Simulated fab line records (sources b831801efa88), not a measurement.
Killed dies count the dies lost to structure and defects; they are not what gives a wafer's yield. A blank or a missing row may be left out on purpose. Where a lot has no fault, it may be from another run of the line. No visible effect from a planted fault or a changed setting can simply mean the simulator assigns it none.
fab line records ; flow gf180mcu
record: lots: 14; wafers: 42; lastDay: 34
route steps=602 shown V4@501 MIM@513
lots that met no fault: from a run of the same line without faults
startH: start of the lot's first displayed wafer, in hours after the record's first day ; waitH: hours since the lot's step before ; " same as the row above ; L1.1+2: several wafers, shown together as one row ; - no value, or no start was given ; * or withheld: withheld ; < > ~ a bound
route shown NAME@n: names a module that has steps shown in the file, with the first one's number in the route ; usual: the fault-free wafers' mean and standard deviation ; same: alike in all rows ; chamber/n: place in a boat ; sites: readings site by site ; _std_site: standard deviation across them ; _edge_site: outer sites' mean less inner sites' ; radiusMm: how far each site lies from the wafer's centre ; mask NAME#n: copy n ; behind: the last tool/chamber to shape the wafer ; hold: why the lot was held/for how many hours/how that ended ; device: the n, p or np transistor that did not switch ; end of line: tests run on the same wafers once the route is complete ; for a step that has no rows: nothing shown but its recipe ; killed: count of dies lost to structure and defects at first sort (not the wafer's yield) ; map: the dies of a wafer, with x for killed, . for not killed, _ for no die there
set.NAME: setting as actually run; set.NAME@STEP: the setting as run at that earlier step ; model.NAME: the simulator's own value behind a step, which no gauge read
route steps across a sampled set of lots; one table per step, one row per wafer
services: the hour from which a tool's chamber was out of use, counted from the record's first day as startH (under 0 if before that day), plus the number of hours and why
== steps ==
step: GF_V4_THK_MEAS_25
recipe: thkMeasGauge: xrf; reads: W_of_V4_CVD_23
usual: V4_W_THK: 344/5.5
lot.wafer;tool;chamber;startH;waitH;V4_W_THK[nm]
L541.2;filmMetro-04;-;558.88;0.1;351
L541.3;filmMetro-04;-;558.88;0.1;345
L541.6;filmMetro-04;-;558.88;0.1;354
L542.1;filmMetro-02;-;580.15;0.1;347
L542.2;filmMetro-02;-;580.15;0.1;341
L542.4;filmMetro-02;-;580.15;0.1;339
L543.2;filmMetro-04;-;582.39;0.1;346
L543.5;filmMetro-04;-;582.39;0.1;351
L543.6;filmMetro-04;-;582.39;0.1;343
L544.3;filmMetro-04;-;584.92;0.1;353
L544.4;filmMetro-04;-;584.92;0.1;352
L544.5;filmMetro-04;-;584.92;0.1;349
L545.1;filmMetro-02;-;603.72;0.1;341
L545.4;filmMetro-02;-;603.72;0.1;335
L545.5;filmMetro-02;-;603.72;0.1;332
L549.1;filmMetro-04;-;631.41;0.1;342
L549.3;filmMetro-04;-;631.41;0.1;350
L549.5;filmMetro-04;-;631.41;0.1;345
L550.1;filmMetro-02;-;641.90;0.1;345
L550.2;filmMetro-02;-;641.90;0.1;337
L550.4;filmMetro-02;-;641.90;0.1;352
L558.1;filmMetro-02;-;692.85;0.1;343
L558.3;filmMetro-02;-;692.85;0.1;339
L558.5;filmMetro-02;-;692.85;0.1;343
L559.3;filmMetro-04;-;700.76;0.1;340
L559.4;filmMetro-04;-;700.76;0.1;340
L559.5;filmMetro-04;-;700.76;0.1;342
L560.3;filmMetro-01;-;705.67;0.1;337
L560.4;filmMetro-01;-;705.67;0.1;330
L560.5;filmMetro-01;-;705.67;0.1;335
L561.4;filmMetro-04;-;711.63;0.1;346
L561.5;filmMetro-04;-;711.63;0.1;342
L561.6;filmMetro-04;-;711.63;0.1;347
L562.2;filmMetro-01;-;717.67;0.1;348
L562.3;filmMetro-01;-;717.67;0.1;342
L562.5;filmMetro-01;-;717.67;0.1;341
L563.3;filmMetro-02;-;723.01;0.1;353
L563.4;filmMetro-02;-;723.01;0.1;344
L563.5;filmMetro-02;-;723.01;0.1;346
L564.2;filmMetro-04;-;729.03;0.1;347
L564.3;filmMetro-04;-;729.03;0.1;345
L564.5;filmMetro-04;-;729.03;0.1;339
step: GF_MIM_RS_MEAS_10
recipe: thkMeasGauge: four-point-probe; reads: TiN_of_MIM_SPUTTER_09+AlCu_of_MIM_SPUTTER_08+TiN_of_MIM_SPUTTER_07
usual: MIM_ALCU_RS: 0.1611/0.0021
lot.wafer;tool;chamber;startH;waitH;MIM_ALCU_RS[ohm/sq]
L541.2;filmMetro-04;-;559.66;0.0;0.1632
L541.3;filmMetro-04;-;559.66;0.0;0.1628
L541.6;filmMetro-04;-;559.66;0.0;0.1623
L542.1;filmMetro-04;-;580.93;0.0;0.1587
L542.2;filmMetro-04;-;580.93;0.0;0.1569
L542.4;filmMetro-04;-;580.93;0.0;0.1599
L543.2;filmMetro-04;-;583.18;0.0;0.1589
L543.5;filmMetro-04;-;583.18;0.0;0.1624
L543.6;filmMetro-04;-;583.18;0.0;0.1615
L544.3;filmMetro-01;-;585.72;0.1;0.1602
L544.4;filmMetro-01;-;585.72;0.1;0.1604
L544.5;filmMetro-01;-;585.72;0.1;0.1595
L545.1;filmMetro-01;-;604.50;0.0;0.1574
L545.4;filmMetro-01;-;604.50;0.0;0.1616
L545.5;filmMetro-01;-;604.50;0.0;0.1607
L549.1;filmMetro-04;-;632.18;0.0;0.1579
L549.3;filmMetro-04;-;632.18;0.0;0.1615
L549.5;filmMetro-04;-;632.18;0.0;0.1592
L550.1;filmMetro-01;-;643.21;0.0;0.1599
L550.2;filmMetro-01;-;643.21;0.0;0.1594
L550.4;filmMetro-01;-;643.21;0.0;0.1578
L558.1;filmMetro-03;-;693.63;0.0;0.1643
L558.3;filmMetro-03;-;693.63;0.0;0.1618
L558.5;filmMetro-03;-;693.63;0.0;0.1609
L559.3;filmMetro-01;-;701.56;0.1;0.1621
L559.4;filmMetro-01;-;701.56;0.1;0.1616
L559.5;filmMetro-01;-;701.56;0.1;0.1601
L560.3;filmMetro-03;-;706.51;0.1;0.1631
L560.4;filmMetro-03;-;706.51;0.1;0.1627
L560.5;filmMetro-03;-;706.51;0.1;0.1602
L561.4;filmMetro-04;-;712.44;0.1;0.1629
L561.5;filmMetro-04;-;712.44;0.1;0.1631
L561.6;filmMetro-04;-;712.44;0.1;0.1592
L562.2;filmMetro-04;-;718.46;0.0;0.1630
L562.3;filmMetro-04;-;718.46;0.0;0.1601
L562.5;filmMetro-04;-;718.46;0.0;0.1631
L563.3;filmMetro-01;-;723.81;0.1;0.1630
L563.4;filmMetro-01;-;723.81;0.1;0.1599
L563.5;filmMetro-01;-;723.81;0.1;0.1612
L564.2;filmMetro-03;-;729.85;0.0;0.1619
L564.3;filmMetro-03;-;729.85;0.0;0.1651
L564.5;filmMetro-03;-;729.85;0.0;0.1609
step: GF_MIM_THK_MEAS_11
recipe: thkMeasGauge: xrf; reads: AlCu_of_MIM_SPUTTER_08
usual: MIM_ALCU_THK: 199.0/2.6
lot.wafer;tool;chamber;startH;waitH;MIM_ALCU_THK[nm]
L541.2;filmMetro-04;-;559.77;0.1;196.8
L541.3;filmMetro-04;-;559.77;0.1;197.0
L541.6;filmMetro-04;-;559.77;0.1;196.4
L542.1;filmMetro-04;-;581.05;0.1;202.8
L542.2;filmMetro-04;-;581.05;0.1;204.4
L542.4;filmMetro-04;-;581.05;0.1;201.5
L543.2;filmMetro-04;-;583.29;0.1;200.1
L543.5;filmMetro-04;-;583.29;0.1;198.4
L543.6;filmMetro-04;-;583.29;0.1;198.5
L544.3;filmMetro-01;-;585.82;0.1;200.3
L544.4;filmMetro-01;-;585.82;0.1;199.2
L544.5;filmMetro-01;-;585.82;0.1;200.4
L545.1;filmMetro-01;-;604.62;0.1;202.3
L545.4;filmMetro-01;-;604.62;0.1;198.5
L545.5;filmMetro-01;-;604.62;0.1;198.0
L549.1;filmMetro-04;-;632.30;0.1;202.7
L549.3;filmMetro-04;-;632.30;0.1;199.7
L549.5;filmMetro-04;-;632.30;0.1;200.7
L550.1;filmMetro-01;-;643.33;0.1;200.6
L550.2;filmMetro-01;-;643.33;0.1;202.6
L550.4;filmMetro-01;-;643.33;0.1;203.0
L558.1;filmMetro-03;-;693.75;0.1;194.8
L558.3;filmMetro-03;-;693.75;0.1;198.7
L558.5;filmMetro-03;-;693.75;0.1;199.1
L559.3;filmMetro-01;-;701.66;0.1;198.1
L559.4;filmMetro-01;-;701.66;0.1;197.9
L559.5;filmMetro-01;-;701.66;0.1;201.0
L560.3;filmMetro-03;-;706.61;0.1;194.6
L560.4;filmMetro-03;-;706.61;0.1;195.7
L560.5;filmMetro-03;-;706.61;0.1;199.5
L561.4;filmMetro-04;-;712.53;0.1;196.3
L561.5;filmMetro-04;-;712.53;0.1;198.0
L561.6;filmMetro-04;-;712.53;0.1;199.1
L562.2;filmMetro-04;-;718.57;0.1;197.7
L562.3;filmMetro-04;-;718.57;0.1;200.2
L562.5;filmMetro-04;-;718.57;0.1;197.7
L563.3;filmMetro-01;-;723.91;0.1;198.7
L563.4;filmMetro-01;-;723.91;0.1;200.6
L563.5;filmMetro-01;-;723.91;0.1;200.2
L564.2;filmMetro-03;-;729.96;0.1;198.9
L564.3;filmMetro-03;-;729.96;0.1;194.8
L564.5;filmMetro-03;-;729.96;0.1;199.6
step: GF_MIM_EXPOSE_16
recipe: maskId: FuseTop; targetCdNm: 2000; na: 0.6; sourceShape: conventional; sigmaOuter: 0.6; doseMj: 140
usual: exposureDoseMJCm2: 139.99/0.13; focusOffsetNm: 0.0/0.49
lot.wafer;tool;chamber;startH;waitH;mask;exposureDoseMJCm2;focusOffsetNm
L541.2;ilineStepper-01;0;571.04;-;FuseTop#0;139.93;0.2
L541.3;ilineStepper-01;0;571.04;-;FuseTop#0;139.90;0.1
L541.6;ilineStepper-01;0;571.04;-;FuseTop#0;139.83;0.6
L542.1;ilineStepper-01;0;591.48;-;FuseTop#0;139.83;0.4
L542.2;ilineStepper-01;0;591.48;-;FuseTop#0;139.89;0.5
L542.4;ilineStepper-01;0;591.48;-;FuseTop#0;140.02;0.0
L543.2;ilineStepper-01;0;594.05;-;FuseTop#0;139.95;1.3
L543.5;ilineStepper-01;0;594.05;-;FuseTop#0;140.26;0.7
L543.6;ilineStepper-01;0;594.05;-;FuseTop#0;139.78;0.3
L544.3;ilineStepper-02;0;596.30;-;FuseTop#0;139.93;-0.3
L544.4;ilineStepper-02;0;596.30;-;FuseTop#0;140.02;-0.9
L544.5;ilineStepper-02;0;596.30;-;FuseTop#0;139.75;-0.3
L545.1;ilineStepper-01;0;615.16;-;FuseTop#0;140.15;-0.5
L545.4;ilineStepper-01;0;615.16;-;FuseTop#0;140.22;0.0
L545.5;ilineStepper-01;0;615.16;-;FuseTop#0;139.94;-0.1
L549.1;ilineStepper-01;-;642.51;-;FuseTop#0;-;-
L549.3;ilineStepper-01;-;642.51;-;FuseTop#0;-;-
L549.5;ilineStepper-01;-;642.51;-;FuseTop#0;-;-
L550.1;ilineStepper-02;-;653.11;-;FuseTop#0;-;-
L550.2;ilineStepper-02;-;653.11;-;FuseTop#0;-;-
L550.4;ilineStepper-02;-;653.11;-;FuseTop#0;-;-
L558.1;ilineStepper-02;0;703.01;-;FuseTop#0;139.97;0.3
L558.3;ilineStepper-02;0;703.01;-;FuseTop#0;139.91;0.2
L558.5;ilineStepper-02;0;703.01;-;FuseTop#0;140.11;0.3
L559.3;ilineStepper-02;0;710.94;-;FuseTop#0;139.91;-0.1
L559.4;ilineStepper-02;0;710.94;-;FuseTop#0;139.97;0.3
L559.5;ilineStepper-02;0;710.94;-;FuseTop#0;139.92;0.4
L560.3;ilineStepper-02;0;715.19;-;FuseTop#0;140.00;0.2
L560.4;ilineStepper-02;0;715.19;-;FuseTop#0;139.61;0.9
L560.5;ilineStepper-02;0;715.19;-;FuseTop#0;139.89;-0.7
L561.4;ilineStepper-01;0;721.34;-;FuseTop#0;140.00;-0.6
L561.5;ilineStepper-01;0;721.34;-;FuseTop#0;139.98;0.2
L561.6;ilineStepper-01;0;721.34;-;FuseTop#0;140.04;0.0
L562.2;ilineStepper-01;0;727.25;-;FuseTop#0;139.89;1.2
L562.3;ilineStepper-01;0;727.25;-;FuseTop#0;140.15;-0.2
L562.5;ilineStepper-01;0;727.25;-;FuseTop#0;140.11;-0.2
L563.3;ilineStepper-01;0;732.22;-;FuseTop#0;139.90;0.0
L563.4;ilineStepper-01;0;732.22;-;FuseTop#0;139.98;-0.1
L563.5;ilineStepper-01;0;732.22;-;FuseTop#0;140.02;0.4
L564.2;ilineStepper-02;0;738.58;-;FuseTop#0;140.09;-0.1
L564.3;ilineStepper-02;0;738.58;-;FuseTop#0;139.81;0.0
L564.5;ilineStepper-02;0;738.58;-;FuseTop#0;139.85;0.4
== services ==
tool;chamber;startH;hours;kind
ilineStepper-02;-;547.75;28.9;pm
ilineStepper-01;-;576.64;1.7;pm
ilineStepper-01;0;580.32;-;calibration
ilineStepper-02;-;596.99;1.7;pm
ilineStepper-02;-;605.15;4.3;pm
ilineStepper-01;-;631.27;8.9;pm
ilineStepper-02;0;634.23;-;calibration
ilineStepper-02;-;664.25;4.4;pm
ilineStepper-01;-;716.22;2.1;pm
ilineStepper-01;-;718.30;-;consumableReplace:lamp
== key ==
firstSign: step: GF_MIM_EXPOSE_16; reading: toolRecord; direction: missing
effect none on later readings
metAt GF_MIM_EXPOSE_16
struckLots L549,L550
laterRowsLeftOut L549.1,L549.3,L549.5,L550.1,L550.2,L550.4
sortLeftOut L549.1,L549.3,L549.5,L550.1,L550.2,L550.4
notActingAt GF_V4_THK_MEAS_25,GF_MIM_RS_MEAS_10,GF_MIM_THK_MEAS_11
onsetBetween 615.16 642.51
fault: kind: skippedStepWhole; tool: ilineStepper-01,ilineStepper-02; chamber: -; onsetH: 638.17; steps: GF_MIM_EXPOSE_16; scope: struckLotsOnly
sortLeftOut: the simulated sort isn't trusted on such a fault, so these wafers' sort isn't shown, and their yield isn't known
laterRowsLeftOut: the simulator's readings of these wafers behind a module that went badly wrong aren't trusted and aren't shown, but for the sort
